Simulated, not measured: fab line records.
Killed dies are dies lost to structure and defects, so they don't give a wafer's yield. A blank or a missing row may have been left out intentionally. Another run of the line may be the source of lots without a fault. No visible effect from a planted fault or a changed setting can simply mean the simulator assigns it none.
The tool behind it: which one? | flow sky130 | Sampling: 12 lots, 36 wafers, 2 of 708 route steps

== WHAT THE GAUGES SHOWED, per wafer ==
SKY_VIA1_RS_MEAS_22: the measuring method here is four-point-probe. Usual: for VIA1_W_RS the level is 0.426 ohm/sq and the standard deviation is 0.0044.
lot  | measured     | on            | VIA1_W_RS (ohm/sq) | flag
L845 | day 34 12:39 | film_metro-03 | 0.423 0.424 0.423  |
L846 | day 34 19:16 | film_metro-03 | 0.425 0.422 0.429  |
L849 | day 35 18:31 | film_metro-03 | 0.421 0.426 0.423  |
L847 | day 35 20:10 | film_metro-03 | 0.435 0.422 0.425  |
L848 | day 35 21:16 | film_metro-04 | 0.423 0.428 0.424  |
L851 | day 36 11:07 | film_metro-01 | 0.419 0.423 0.421  |
L852 | day 36 15:32 | film_metro-03 | 0.428 0.426 0.424  |
L853 | day 36 23:34 | film_metro-01 | 0.427 0.425 0.423  |
L858 | day 38 10:03 | film_metro-01 | 0.426 0.435 0.433  |
L859 | day 38 20:57 | film_metro-03 | 0.425 0.428 0.427  |
L864 | day 40 10:17 | film_metro-03 | 0.424 0.429 0.426  |
L867 | day 41 09:29 | film_metro-03 | 0.436 0.434 0.436  |

== EACH LOT AND THE TOOL THAT RAN IT (in order: tool; ch and the chambers of the sampled wafers; start) ==
lot  | SKY_VIA1_ETCH_15
L845 | rie_diel-02 ch 0,2,3, day 34 11:52
L846 | rie_diel-02 ch 0,2,3, day 34 18:28
L849 | rie_diel-04 ch 1,2,3, day 35 17:38
L847 | rie_diel-04 ch 0,1,3, day 35 19:16
L848 | rie_diel-01 ch 1,2,3, day 35 20:20
L851 | rie_diel-04 ch 0,3, day 36 10:19
L852 | rie_diel-01 ch 0,1,2, day 36 14:43
L853 | rie_diel-04 ch 0,1,2, day 36 22:46
L858 | rie_diel-01 ch 0,1,3, day 38 08:55
L859 | rie_diel-01 ch 0,1, day 38 19:41
L864 | rie_diel-04 ch 0,3, day 40 09:26
L867 | rie_diel-01 ch 0,1,3, day 41 08:40
- SKY_VIA1_ETCH_15: etches SiO2 in C4F8/O2/Ar, stops on TiN, target depth 351 nm, time 54 s.

== AS READ BY THE TOOLS THEMSELVES (means over the sampled wafers that have a number; for cases with no such wafer, the mark the record gives instead) ==
SKY_VIA1_ETCH_15. Usual: bias_w 1200 W, standard deviation 3.7; oes_product_au 0.983 a.u., standard deviation 0.0055.
lot  | tool        | bias_w (W) | oes_product_au (a.u.) | flag
L845 | rie_diel-02 | 1199       | 0.984                 |
L846 | rie_diel-02 | 1202       | 0.983                 |
L849 | rie_diel-04 | 1200       | 0.988                 |
L847 | rie_diel-04 | 1199       | 0.982                 |
L848 | rie_diel-01 | 1201       | 0.979                 |
L851 | rie_diel-04 | 1201       | 0.985                 |
L852 | rie_diel-01 | 1200       | 0.988                 |
L853 | rie_diel-04 | 1202       | 0.975                 |
L858 | rie_diel-01 | 1210       | 0.985                 |
L859 | rie_diel-01 | 1210       | 0.983                 |
L864 | rie_diel-04 | 1200       | 0.984                 |
L867 | rie_diel-01 | 1203       | 0.984                 |

== THE ANSWER, worked out from the rows above alone ==
Rule: take the mean of a lot's wafers that have a number; if it is more than 3 standard deviations from the usual mean, the lot is off. A lot without any number at a reading at which 4 lots or more have one is off too. Any other lot the step has rows for is counted as sound. Order of review: gauges by route order, followed by the tools' own readings, for which a lot's mean as printed above is used. At the first step where some lot is off, the reading lying furthest off is the one used; lots without a number count as furthest.
Nothing can be told from this: no lot is off at any reading shown.

== WHAT THE SIMULATOR PUT IN ==
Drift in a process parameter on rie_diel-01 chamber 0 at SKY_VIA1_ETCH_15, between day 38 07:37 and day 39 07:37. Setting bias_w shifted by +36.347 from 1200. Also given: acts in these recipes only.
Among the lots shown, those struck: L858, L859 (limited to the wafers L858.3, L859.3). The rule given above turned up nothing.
